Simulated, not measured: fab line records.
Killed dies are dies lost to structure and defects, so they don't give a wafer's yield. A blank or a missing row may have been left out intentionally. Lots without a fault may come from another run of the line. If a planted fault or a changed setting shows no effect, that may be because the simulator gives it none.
Matching of chambers	flow gf180mcu	GF_V3_ETCH_16 on rie_diel-03: 4 sister chambers
The step etches BARC in N2/H2. 18 wafers are shown with their chamber, then 9 later ones without.

== WAFERS, EACH WITH ITS CHAMBER ==
wafer	chamber	drypump_motor_current_A (A)	oes_product_au (a.u.)	throttle_valve_pct (%)
L074.4	0	6.3	0.855	13.232
L074.5	3	5.6	0.847	13.216
L074.6	2	5.2	0.854	13.222
L078.2	2	5.2	0.856	13.235
L078.3	3	5.5	0.852	13.224
L078.6	3	5.5	0.864	13.237
L086.1	0	6.3	0.858	13.228
L086.2	1	5.0	0.860	13.233
L086.3	0	6.3	0.848	13.230
L087.3	3	5.6	0.861	13.239
L087.5	1	5.0	0.853	13.216
L087.6	3	5.6	0.853	13.219
L088.1	0	6.3	0.855	13.220
L088.3	3	5.6	0.857	13.229
L088.5	2	5.2	0.864	13.217
L091.1	3	5.5	0.858	13.228
L091.4	0	6.3	0.857	13.217
L091.6	3	5.5	0.852	13.220

SIGNATURES, as means of the wafers listed above
reading	chamber 0	chamber 1	chamber 2	chamber 3	scatter within a chamber
drypump_motor_current_A	6.300	5.000	5.200	5.550	0.0378
oes_product_au	0.85460	0.85650	0.85800	0.85550	0.00504
throttle_valve_pct	13.22540	13.22450	13.22467	13.22650	0.00836
Rule: for a wafer and a chamber, the distance is found by dividing, reading by reading, the gap between the wafer's reading and the chamber's mean by the reading's scatter, squaring, summing and taking the root. The wafer belongs to the nearest chamber; if the next one is less than 2 further off, it can't be placed. How the scatter is found: for the shown wafers, subtract from each reading the mean of its chamber, square and add these, divide the total by (wafers less chambers), then take the root.

== WAFERS WITHOUT THEIR CHAMBER ==
wafer	drypump_motor_current_A (A)	oes_product_au (a.u.)	throttle_valve_pct (%)
L093.2	5.2	0.853	13.215
L093.3	6.3	0.861	13.223
L093.6	5.5	0.853	13.213
L094.1	6.3	0.848	13.217
L094.3	5.5	0.850	13.234
L094.4	5.0	0.853	13.211
L095.2	5.5	0.852	13.223
L095.5	5.0	0.858	13.236
L095.6	6.3	0.857	13.241

== WHICH CHAMBER EACH ONE RAN IN ==
wafer	from the rows above	in truth
L093.2	2	2
L093.3	0	0
L093.6	3	3
L094.1	0	0
L094.3	3	3
L094.4	1	1
L095.2	3	3
L095.5	1	1
L095.6	0	0
Correctly placed: 9 of 9. Not placeable from these rows: 0. 0 placed wrongly.
